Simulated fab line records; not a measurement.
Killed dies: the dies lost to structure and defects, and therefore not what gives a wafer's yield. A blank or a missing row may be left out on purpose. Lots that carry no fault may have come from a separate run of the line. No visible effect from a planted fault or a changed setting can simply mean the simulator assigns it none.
Which of the tools did it? ; flow gf180mcu ; 6 lots, 18 wafers sampled, at 3 steps of a route of 602

## WHAT THE GAUGES READ, wafer by wafer
GF_PSD_RS_MEAS_14: a four-point-probe measurement.
lot;measured;on;NSD_RS (ohm/sq)
L422;day 16 12:59;filmMetro-01;46.22 46.13 46.12
L424;day 16 22:32;filmMetro-04;47.11 47.17 47.13
L428;day 18 07:32;filmMetro-04;46.14 46.12 46.03
L435;day 20 21:11;filmMetro-02;46.06 46.02 46.16
L436;day 21 21:11;filmMetro-04;46.09 46.25 46.27
L439;day 22 13:29;filmMetro-02;46.03 45.93 45.98

## TOOL THAT RAN EACH LOT (tool first, then ch and the chambers of the sampled wafers, then the start)
lot;GF_NSD_IMPLANT_10;GF_NSD_STRIP_11
L422;implanter-02 ch 0, day 15 14:23;plasmaAsher-02 ch 0,1, day 15 14:32
L424;implanter-02 ch 0, day 16 00:28;plasmaAsher-02 ch 0,1, day 16 00:37
L428;implanter-03 ch 0, day 17 08:02;plasmaAsher-01 ch 0,1, day 17 08:11
L435;implanter-03 ch 0, day 19 20:00;plasmaAsher-04 ch 0,1, day 19 20:09
L436;implanter-01 ch 0, day 20 20:47;plasmaAsher-02 ch 0, day 20 20:55
L439;implanter-02 ch 0, day 21 13:28;plasmaAsher-04 ch 0,1, day 21 13:37
- GF_NSD_IMPLANT_10
- GF_NSD_STRIP_11: strips in O2/N2.

## THE ANSWER, worked out from the rows above alone
Rule: the lots themselves supply what counts as usual. The widest of any qualifying gaps counts: lots, ordered by their means at a reading, are off when they make up no more than a third of the lots, leave a main group of 4 or more, and stand apart from it by 3 or more times the standard deviation of that group's means. Not used: any main group whose means are identical at the precision the tables above print for the reading. A lot without any number at a reading at which 4 lots or more have one is off too. Where the step has rows for the other lots, those lots are counted as sound.
Off: L424, seen at GF_PSD_RS_MEAS_14 (NSD_RS). Mean 46.10 ohm/sq and standard deviation 0.076 in the main group.
A tool fits if, at a process step before that reading, it ran every lot that is off, and no sound lot after the first of them. Gauges at GF_PSD_RS_MEAS_14: tried the same way as those tools. Not one of the candidates tried fits.

## WHAT HAD BEEN PUT IN BY THE SIMULATOR
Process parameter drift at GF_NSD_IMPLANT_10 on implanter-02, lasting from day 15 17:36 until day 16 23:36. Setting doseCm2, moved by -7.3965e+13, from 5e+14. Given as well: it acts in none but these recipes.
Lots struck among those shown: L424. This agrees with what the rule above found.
